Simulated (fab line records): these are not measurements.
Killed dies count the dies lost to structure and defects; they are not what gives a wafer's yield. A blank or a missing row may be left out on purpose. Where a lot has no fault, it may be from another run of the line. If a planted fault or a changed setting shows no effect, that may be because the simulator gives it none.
Which tool was responsible? ; flow sky130 ; Sampling: 24 lots, 72 wafers, 5 of 708 route steps

## WHAT THE GAUGES SHOWED, per wafer
SKY_NWELL_THK_MEAS_02.
lot;measured;on;NWELL_OXIDATION_THK (nm)
L074;day 3 01:10;film-metro-02;10.07 10.01 10.05
L075;day 3 10:12;film-metro-04;10.28 10.31 10.48
L076;day 3 10:12;film-metro-02;9.74 9.80 9.87
L077;day 3 14:17;film-metro-02;10.12 10.20 10.01
L078;day 3 14:20;film-metro-02;10.29 10.26 10.26
L079;day 3 21:04;film-metro-04;9.69 9.77 9.90
L080;day 3 23:52;film-metro-04;10.05 10.25 9.97
L081;day 4 04:11;film-metro-03;10.20 10.20 10.25
L082;day 4 12:31;film-metro-03;9.99 10.02 9.97
L083;day 4 12:31;film-metro-04;10.03 10.24 10.07
L084;day 4 17:49;film-metro-03;10.36 10.20 10.34
L085;day 4 21:58;film-metro-04;9.93 10.03 9.88
L086;day 5 02:21;film-metro-04;10.37 10.39 10.35
L087;day 5 07:32;film-metro-03;9.83 10.05 9.98
L088;day 5 16:24;film-metro-04;9.91 9.91 9.88
L089;day 5 19:56;film-metro-04;10.01 9.77 9.86
L090;day 6 01:47;film-metro-03;10.10 10.19 10.05
L091;day 6 05:37;film-metro-04;9.82 9.88 9.94
L092;day 6 11:25;film-metro-03;9.85 9.83 9.57
L093;day 6 21:17;film-metro-02;9.92 9.99 10.06
L094;day 7 02:49;film-metro-03;9.90 9.95 9.80
L095;day 7 07:25;film-metro-02;10.06 10.12 10.07
L096;day 7 09:38;film-metro-02;9.88 9.77 9.87
L097;day 7 12:49;film-metro-04;9.72 9.88 9.65

SKY_LDD_LDN_OVL_MEAS_07.
lot;measured;on;LDD_LDN_OVL (nm)
L074;day 23 18:40;overlay-01;1.3 -2.1 -0.9
L075;day 24 12:28;overlay-02;-0.7 -2.2 -2.2
L076;day 24 08:18;overlay-01;-0.4 -0.7 -0.7
L077;day 24 20:13;overlay-01;1.6 0.4 1.7
L078;day 24 20:37;overlay-02;-0.4 -2.2 -3.0
L079;day 25 09:22;overlay-01;1.4 -0.5 -0.1
L080;day 25 09:57;overlay-01;-1.1 -1.6 -2.6
L081;day 25 18:07;overlay-01;-0.3 0.1 1.4
L082;day 26 09:22;overlay-01;1.6 -0.9 -0.2
L083;day 26 09:40;overlay-01;0.0 -0.4 -1.0
L084;day 26 17:11;overlay-01;-0.2 -2.2 -1.1
L085;day 26 21:31;overlay-02;-0.2 -1.9 -1.7
L086;day 27 15:07;overlay-01;2.9 1.2 0.7
L087;day 27 19:22;overlay-01;-1.6 -2.3 -0.9
L088;day 28 05:31;overlay-02;-2.4 -3.3 -3.4
L089;day 28 03:58;overlay-01;-0.8 0.2 -0.9
L090;day 29 12:13;overlay-02;-2.1 -2.0 -2.1
L091;day 29 12:28;overlay-01;-1.6 -0.4 -0.8
L092;day 29 09:18;overlay-01;-1.0 -1.5 -1.0
L093;day 29 17:37;overlay-02;-1.2 -0.6 -2.8
L094;day 30 02:18;overlay-02;-1.0 -1.2 -2.8
L095;day 30 02:25;overlay-01;-2.8 -1.8 -2.5
L096;day 30 10:42;overlay-02;-0.8 -3.5 -2.5
L097;day 30 12:04;overlay-02;-0.3 0.1 -1.1

SKY_LI_CONTACT_RS_MEAS_22: the measuring method here is four-point-probe.
lot;measured;on;LI_CONTACT_W_RS (ohm/sq)
L074;day 29 23:45;film-metro-01;0.284 0.288 0.285
L075;day 30 15:13;film-metro-01;0.286 0.290 0.291
L076;day 30 13:32;film-metro-04;0.287 0.289 0.284
L077;day 30 23:43;film-metro-03;0.285 0.283 0.284
L078;day 31 02:21;film-metro-01;0.287 0.285 0.287
L079;day 31 11:16;film-metro-01;0.290 0.287 0.290
L080;day 31 13:20;film-metro-03;0.286 0.288 0.286
L081;day 31 20:21;film-metro-01;0.290 0.282 0.288
L082;day 32 09:43;film-metro-04;0.280 0.285 0.283
L083;day 32 10:45;film-metro-04;0.284 0.284 0.288
L084;day 32 15:50;film-metro-01;0.294 0.291 0.291
L085;day 32 20:50;film-metro-03;0.284 0.285 0.289
L086;day 33 14:28;film-metro-03;0.282 0.282 0.286
L087;day 33 18:45;film-metro-01;0.289 0.287 0.282
L088;day 34 03:36;film-metro-04;0.289 0.284 0.291
L089;day 34 02:53;film-metro-01;0.289 0.290 0.290
L090;day 35 08:00;film-metro-04;0.286 0.285 0.287
L091;day 35 09:19;film-metro-04;0.290 0.288 0.291
L092;day 35 04:23;film-metro-01;0.283 0.285 0.286
L093;day 35 12:37;film-metro-01;0.284 0.287 0.279
L094;day 35 20:24;film-metro-01;0.283 0.284 0.284
L095;day 35 22:50;film-metro-04;0.285 0.284 0.282
L096;day 36 04:26;film-metro-04;0.283 0.283 0.283
L097;day 36 06:05;film-metro-01;0.285 0.283 0.281

## WHAT TOOL EACH LOT RAN ON (gives the tool, then ch and the chambers of the sampled wafers, and finally the start)
lot;SKY_NWELL_STRIP_14;SKY_VT_ADJUST_NCORE_STRIP_10
L074;plasma-asher-01 ch 0, day 5 02:09;plasma-asher-04 ch 0,1, day 9 04:55
L075;plasma-asher-03 ch 0,1, day 5 12:42;plasma-asher-04 ch 0,1, day 9 16:25
L076;plasma-asher-01 ch 0,1, day 5 12:50;plasma-asher-04 ch 0,1, day 9 17:10
L077;plasma-asher-01 ch 1, day 5 16:22;plasma-asher-02 ch 0,1, day 9 22:49
L078;plasma-asher-01 ch 0,1, day 5 18:01;plasma-asher-03 ch 0,1, day 9 23:25
L079;plasma-asher-03 ch 0,1, day 6 01:46;plasma-asher-02 ch 0,1, day 10 08:55
L080;plasma-asher-02 ch 0,1, day 6 05:01;plasma-asher-02 ch 0,1, day 10 13:46
L081;plasma-asher-01 ch 0,1, day 6 09:16;plasma-asher-03 ch 0,1, day 10 17:02
L082;plasma-asher-01 ch 0,1, day 6 20:07;plasma-asher-02 ch 0,1, day 11 06:40
L083;plasma-asher-03 ch 0,1, day 6 20:14;plasma-asher-03 ch 0,1, day 11 07:34
L084;plasma-asher-03 ch 0,1, day 7 01:11;plasma-asher-03 ch 0,1, day 11 14:17
L085;plasma-asher-03 ch 0,1, day 7 06:06;plasma-asher-03 ch 0,1, day 11 19:45
L086;plasma-asher-03 ch 0,1, day 7 10:38;plasma-asher-02 ch 0,1, day 12 02:07
L087;plasma-asher-03 ch 0,1, day 7 18:20;plasma-asher-02 ch 0,1, day 12 10:11
L088;plasma-asher-01 ch 0,1, day 8 01:39;plasma-asher-02 ch 0,1, day 12 18:27
L089;plasma-asher-02 ch 1, day 8 07:07;plasma-asher-04 ch 1, day 13 00:50
L090;plasma-asher-02 ch 0,1, day 8 12:38;plasma-asher-04 ch 0,1, day 13 11:11
L091;plasma-asher-01 ch 0,1, day 8 16:58;plasma-asher-03 ch 0,1, day 13 11:45
L092;plasma-asher-02 ch 0,1, day 8 22:37;plasma-asher-02 ch 0,1, day 13 17:19
L093;plasma-asher-02 ch 0,1, day 9 11:37;plasma-asher-02 ch 0,1, day 14 08:49
L094;plasma-asher-02 ch 0,1, day 9 18:01;plasma-asher-04 ch 0,1, day 14 17:31
L095;plasma-asher-01 ch 1, day 9 23:17;plasma-asher-02 ch 0,1, day 14 22:01
L096;plasma-asher-02 ch 0,1, day 10 01:27;plasma-asher-03 ch 0,1, day 15 01:46
L097;plasma-asher-02 ch 0,1, day 10 04:24;plasma-asher-04 ch 0,1, day 15 05:55
- SKY_NWELL_STRIP_14: strips in O2/N2.
- SKY_VT_ADJUST_NCORE_STRIP_10: strips in O2/N2.

## WHAT THE TOOLS THEMSELVES READ (means of the sampled wafers that have a number; where no wafer has one, the mark that the record gives instead)
SKY_NWELL_STRIP_14.
lot;tool;drypump-motor-current-A (A);oes-product-au (a.u.);strip-time-to-endpoint-s (s)
L074;plasma-asher-01;6.1;0.723;36.52
L075;plasma-asher-03;5.3;0.722;36.53
L076;plasma-asher-01;5.8;0.725;36.46
L077;plasma-asher-01;5.7;0.722;36.55
L078;plasma-asher-01;6.0;0.720;36.51
L079;plasma-asher-03;5.4;0.719;36.48
L080;plasma-asher-02;6.0;0.724;36.50
L081;plasma-asher-01;6.0;0.719;36.44
L082;plasma-asher-01;5.8;0.720;36.52
L083;plasma-asher-03;5.4;0.719;36.41
L084;plasma-asher-03;5.4;0.724;36.69
L085;plasma-asher-03;5.3;0.724;36.54
L086;plasma-asher-03;5.3;0.722;36.58
L087;plasma-asher-03;5.3;0.722;36.59
L088;plasma-asher-01;5.8;0.718;36.59
L089;plasma-asher-02;6.1;0.725;36.59
L090;plasma-asher-02;5.9;0.722;36.59
L091;plasma-asher-01;5.8;0.720;36.55
L092;plasma-asher-02;5.9;0.726;36.57
L093;plasma-asher-02;5.9;0.721;36.57
L094;plasma-asher-02;5.8;0.720;36.60
L095;plasma-asher-01;5.6;0.724;36.67
L096;plasma-asher-02;6.0;0.726;36.61
L097;plasma-asher-02;5.9;0.722;36.45

SKY_VT_ADJUST_NCORE_STRIP_10.
lot;tool;drypump-motor-current-A (A);oes-product-au (a.u.);strip-time-to-endpoint-s (s)
L074;plasma-asher-04;5.8;0.716;14.06
L075;plasma-asher-04;5.7;0.716;14.10
L076;plasma-asher-04;5.3;0.712;14.12
L077;plasma-asher-02;5.8;0.713;14.10
L078;plasma-asher-03;5.3;0.714;14.10
L079;plasma-asher-02;6.0;0.718;14.10
L080;plasma-asher-02;5.9;0.719;14.12
L081;plasma-asher-03;5.4;0.719;14.10
L082;plasma-asher-02;5.8;0.717;14.10
L083;plasma-asher-03;5.4;0.717;14.15
L084;plasma-asher-03;5.4;0.715;14.08
L085;plasma-asher-03;5.3;0.718;14.13
L086;plasma-asher-02;5.8;0.715;14.13
L087;plasma-asher-02;5.9;0.714;14.10
L088;plasma-asher-02;5.9;0.713;14.09
L089;plasma-asher-04;4.8;0.715;14.11
L090;plasma-asher-04;5.3;0.718;14.13
L091;plasma-asher-03;5.4;0.717;14.13
L092;plasma-asher-02;5.9;0.720;14.10
L093;plasma-asher-02;5.8;0.715;14.11
L094;plasma-asher-04;5.3;0.718;14.10
L095;plasma-asher-02;6.0;0.719;14.15
L096;plasma-asher-03;5.4;0.715;14.10
L097;plasma-asher-04;5.3;0.712;14.09

## THE ANSWER, worked out from the rows above alone
Rule: what is usual is taken from the lots themselves. The widest of any qualifying gaps counts: lots, ordered by their means at a reading, are off when they make up no more than a third of the lots, leave a main group of 4 or more, and stand apart from it by 3 or more times the standard deviation of that group's means. Not used: any main group whose means are identical at the precision the tables above print for the reading. Also off: a lot with no number at a reading for which 4 or more lots have one. Where the step has rows for the other lots, those lots are counted as sound. Order of review: gauges by route order, followed by the tools' own readings, for which a lot's mean as printed above is used. At the first step where some lot is off, the reading lying furthest off is the one used; lots without a number count as furthest.
Across all readings shown, no lot is off: no conclusion can be drawn from this.

## WHAT THE SIMULATOR HAD PUT IN
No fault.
